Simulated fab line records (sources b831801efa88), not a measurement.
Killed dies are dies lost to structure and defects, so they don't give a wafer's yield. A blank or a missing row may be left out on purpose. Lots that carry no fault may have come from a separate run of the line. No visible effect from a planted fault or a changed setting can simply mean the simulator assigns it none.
What tool caused it?    flow gf180mcu    13 lots, 37 wafers sampled, at 6 steps of a route of 602

WHAT THE GAUGES SHOWED, per wafer
GF_PSD_RS_MEAS_14: the measuring method here is four-point-probe.
lot   measured      on            NSD_RS (ohm/sq)
L795  day 13 17:29  filmMetro-02  46.14 46.16 46.19
L798  day 15 14:20  filmMetro-03  46.05 46.02 46.23
L799  day 16 04:12  filmMetro-03  46.10 46.08 46.01
L802  day 16 20:58  filmMetro-01  46.13 45.99 45.97
L804  day 17 13:44  filmMetro-02  46.17 46.25 46.19
L805  day 18 06:22  filmMetro-01  46.08 46.12 46.06
L806  day 18 15:49  filmMetro-01  46.08 46.06 46.05
L808  day 18 19:41  filmMetro-01  46.03 46.03 45.94
L807  day 18 22:07  filmMetro-01  46.10 46.13 46.29
L809  day 19 17:52  filmMetro-02  46.21 45.08 46.14
L810  day 20 00:57  filmMetro-03  46.12 45.03
L811  day 20 03:01  filmMetro-02  46.11 44.95
L818  day 22 06:20  filmMetro-03  46.00 45.98 46.00

GF_V1_RS_MEAS_24: the measuring method here is four-point-probe.
lot   measured      on            V1_W_RS (ohm/sq)
L795  day 17 14:50  filmMetro-02  0.326 0.332 0.330
L798  day 19 17:52  filmMetro-03  0.317 0.325 0.324
L799  day 20 09:30  filmMetro-04  0.326 0.328 0.328
L802  day 21 03:44  filmMetro-04  0.327 0.328 0.323
L804  day 21 19:53  filmMetro-04  0.325 0.327 0.319
L805  day 22 14:18  filmMetro-02  0.318 0.319 0.330
L806  day 22 23:17  filmMetro-02  0.331 0.323 0.330
L808  day 23 01:42  filmMetro-04  0.323 0.320 0.326
L807  day 23 05:52  filmMetro-02  0.326 0.328 0.331
L809  day 23 22:22  filmMetro-04  0.331 0.331 0.332
L810  day 24 04:26  filmMetro-02  0.328 0.331
L811  day 24 06:39  filmMetro-04  0.332 0.331
L818  day 26 04:49  filmMetro-02  0.320 0.319 0.319

GF_M3_CD_MEAS_14 targets a cd of 280 nm.
lot   measured      on        cdNm (nm)
L795  day 20 19:28  cdSem-02  279.1 279.0 278.9
L798  day 22 21:01  cdSem-01  281.2 280.1 279.9
L799  day 23 12:34  cdSem-02  280.3 281.0 280.8
L802  day 24 04:52  cdSem-02  280.9 280.6 280.1
L804  day 24 19:46  cdSem-02  280.0 278.6 277.4
L805  day 25 13:01  cdSem-02  281.4 281.2 281.7
L806  day 25 21:46  cdSem-02  280.8 281.2 280.9
L808  day 26 02:14  cdSem-02  279.3 279.5 279.5
L807  day 26 03:00  cdSem-02  281.3 281.7 280.1
L809  day 26 18:05  cdSem-02  281.5 279.6 279.8
L810  day 27 03:05  cdSem-01  279.0 279.2
L811  day 27 03:28  cdSem-01  279.2 278.8
L818  day 28 20:55  cdSem-02  280.5 280.4 279.6

GF_V3_THK_MEAS_01.
lot   measured      on            V3_CVD_00_THK (nm)
L795  day 20 20:22  filmMetro-02  611 613 610
L798  day 22 22:03  filmMetro-02  601 612 597
L799  day 23 13:28  filmMetro-04  600 614 600
L802  day 24 05:46  filmMetro-02  603 606 618
L804  day 24 20:44  filmMetro-04  598 596 588
L805  day 25 13:55  filmMetro-02  601 601 590
L806  day 25 22:42  filmMetro-03  608 611 608
L808  day 26 03:08  filmMetro-03  602 603 602
L807  day 26 03:52  filmMetro-02  604 612 598
L809  day 26 18:58  filmMetro-02  616 608 618
L810  day 27 03:58  filmMetro-04  598 606
L811  day 27 04:20  filmMetro-02  592 603
L818  day 28 21:49  filmMetro-02  606 608 609

EACH LOT AND THE TOOL THAT RAN IT (in order: tool; ch and the chambers of the sampled wafers; start)
lot   GF_NSD_IMPLANT_09                GF_NSD_STRIP_11
L795  implanter-03 ch 0, day 12 21:17  plasmaAsher-03 ch 0,1, day 12 21:35
L798  implanter-04 ch 0, day 14 16:29  plasmaAsher-04 ch 0,1, day 14 16:47
L799  implanter-02 ch 0, day 15 06:05  plasmaAsher-03 ch 1, day 15 06:23
L802  implanter-02 ch 0, day 15 21:32  plasmaAsher-04 ch 0,1, day 15 21:49
L804  implanter-02 ch 0, day 16 13:47  plasmaAsher-03 ch 0,1, day 16 14:05
L805  implanter-02 ch 0, day 17 06:05  plasmaAsher-02 ch 0,1, day 17 06:22
L806  implanter-03 ch 0, day 17 15:47  plasmaAsher-02 ch 0,1, day 17 16:05
L808  implanter-03 ch 0, day 17 18:39  plasmaAsher-03 ch 0,1, day 17 18:56
L807  implanter-02 ch 0, day 17 20:51  plasmaAsher-04 ch 0,1, day 17 21:07
L809  implanter-03 ch 0, day 18 15:57  plasmaAsher-02 ch 0,1, day 18 16:14
L810  implanter-03 ch 0, day 18 23:18  plasmaAsher-02 ch 0,1, day 18 23:35
L811  implanter-03 ch 0, day 19 01:15  plasmaAsher-04 ch 0, day 19 01:32
L818  implanter-03 ch 0, day 21 05:50  plasmaAsher-03 ch 0,1, day 21 06:08
- GF_NSD_IMPLANT_09
- GF_NSD_STRIP_11: strips in O2/N2.

AS READ BY THE TOOLS THEMSELVES (means over the sampled wafers that have a number; for cases with no such wafer, the mark the record gives instead)
GF_NSD_IMPLANT_09.
lot   tool          beamOnS (s)  faradayCurrentUA
L795  implanter-03  17.9         12240
L798  implanter-04  17.7         12352
L799  implanter-02  17.9         12250
L802  implanter-02  17.9         12222
L804  implanter-02  18.0         12158
L805  implanter-02  17.8         12317
L806  implanter-03  18.4         11899
L808  implanter-03  17.7         12402
L807  implanter-02  18.1         12125
L809  implanter-03  19.8         11156
L810  implanter-03  19.9         11238
L811  implanter-03  19.9         11128
L818  implanter-03  18.0         12193

GF_NSD_STRIP_11.
lot   tool            drypumpMotorCurrentA (A)  heaterPowerW (W)  oesProductAu (a.u.)  stripTimeToEndpointS (s)
L795  plasmaAsher-03  6.6                       320               0.486                22.95
L798  plasmaAsher-04  6.1                       373               0.486                22.93
L799  plasmaAsher-03  6.5                       347               0.488                22.85
L802  plasmaAsher-04  6.1                       379               0.488                23.00
L804  plasmaAsher-03  6.6                       332               0.487                22.92
L805  plasmaAsher-02  5.7                       360               0.487                22.99
L806  plasmaAsher-02  5.7                       339               0.489                22.95
L808  plasmaAsher-03  6.6                       330               0.488                22.97
L807  plasmaAsher-04  6.1                       371               0.488                22.90
L809  plasmaAsher-02  5.7                       334               0.482                23.19
L810  plasmaAsher-02  5.7                       343               0.488                23.34
L811  plasmaAsher-04  5.3                       332               0.482                23.34
L818  plasmaAsher-03  6.6                       335               0.484                22.94

THE ANSWER, worked out from the rows above alone
Rule: what is usual is taken from the lots themselves. Put in order of their means at a reading, lots are off if they are a third of the lots or fewer, leave a main group of 4 or more, and stand apart from it by a gap of 3 or more times the standard deviation of the main group's means; of several such gaps the widest counts. If all means in a main group match to the digits the tables above print for the reading, that group is not used. A lot without any number at a reading at which 4 lots or more have one is off too. Any other lot the step has rows for is counted as sound. Order of review: gauges by route order, followed by the tools' own readings, for which a lot's mean as printed above is used. The first step at which some lot is off is used, and at that step the reading that is off furthest; a lot without a number counts as furthest.
Off at GF_NSD_IMPLANT_09 (beamOnS): L809, L810, L811. Mean 17.9 s and standard deviation 0.2 in the main group.
If a tool, at that step or one of the process steps before it, ran each lot that is off and ran no sound lot following the first of them, it fits. None of those tried fits.

WHAT HAD BEEN PUT IN BY THE SIMULATOR
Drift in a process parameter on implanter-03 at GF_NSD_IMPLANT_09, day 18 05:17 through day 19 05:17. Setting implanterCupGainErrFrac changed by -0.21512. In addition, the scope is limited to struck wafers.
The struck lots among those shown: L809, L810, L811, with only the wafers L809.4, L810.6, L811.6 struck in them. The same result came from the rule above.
